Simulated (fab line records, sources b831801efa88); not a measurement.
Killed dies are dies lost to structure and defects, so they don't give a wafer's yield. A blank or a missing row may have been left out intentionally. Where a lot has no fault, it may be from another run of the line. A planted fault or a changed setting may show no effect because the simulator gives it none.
A single fault, viewed from 2 desks :: flow gf180mcu :: numbers are kept per desk, each desk with only its own; the story behind them comes last

== THE METROLOGY DESK ==
Means of the sampled wafers that have a number, per lot and without regard to the tool the lot ran on: this is what the gauges read. Any lot whose mean is over 4 standard deviations away from the usual mean is out of limits and marked OUT; that distance is given in the brackets.
Columns: A = V2_OVL at GF_V2_OVL_MEAS_15, usual 0 nm
lot: L523
first seen here: day 20 08:50
A: -5

lot: L524
first seen here: day 20 11:29
A: 2

lot: L525
first seen here: day 21 00:40
A: -1

lot: L531
first seen here: day 23 08:13
A: 6

lot: L532
first seen here: day 23 13:34
A: 0

lot: L536
first seen here: day 25 00:11
A: 0

lot: L539
first seen here: day 25 20:19
A: 5

lot: L540
first seen here: day 26 04:17
A: 6

lot: L542
first seen here: day 26 17:34
A: -3

lot: L543
first seen here: day 26 23:19
A: 4

lot: L544
first seen here: day 27 11:40
A: 2

lot: L545
first seen here: day 27 13:05
A: 8

lot: L546
first seen here: day 27 19:28
A: -11
This desk's verdict: no lot among the 13 shows anything out of limits.

== DESK OF THE TOOL OWNER: pvd_sputter-04 ==
The tool's own readings at GF_M3_SPUTTER_01 (material TiN, target thk 30 nm, time 25 s): means of the sampled wafers that have a number, for each lot that ran on this tool. Any lot whose mean is over 4 standard deviations away from the usual mean is out of limits and marked OUT; that distance is given in the brackets.
Columns: A = chamber_pressure_pa at GF_M3_SPUTTER_01, usual 0.4000 Pa; B = throttle_valve_pct at GF_M3_SPUTTER_01, usual 30.0 %
lot: L525
first seen here: day 21 02:28
A: 0.3997
B: 29.3

lot: L532
first seen here: day 23 15:05
A: 0.3168 (-99 or more) OUT
B: 36.4 (+6.7) OUT

lot: L545
first seen here: day 27 14:34
A: 0.3997
B: 30.3
Finding of this desk: L532 out of limits; the first was L532 at day 23 15:05, on chamber_pressure_pa at GF_M3_SPUTTER_01. Within limits: L525, L545.

== ALL TOGETHER ==
On L532, at day 23 15:05, an alarm was possible from the tool owner's desk.
At the metrology desk, nothing out of limits was observed.
The metrology desk holds a record of L532, inside its limits.
The lots listed all ran GF_M3_SPUTTER_01 on pvd_sputter-04.

== WHAT THE SIMULATOR HAD PUT IN ==
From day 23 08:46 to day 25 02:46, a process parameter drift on pvd_sputter-04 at GF_M3_SPUTTER_01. Setting chamber_pressure_pa shifted by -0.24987 from 0.4. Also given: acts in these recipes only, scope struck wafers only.
Struck lots among those shown: L532.
Delay in hours, fault start to first out-of-limits reading, by desk: the tool owner's desk at 6.
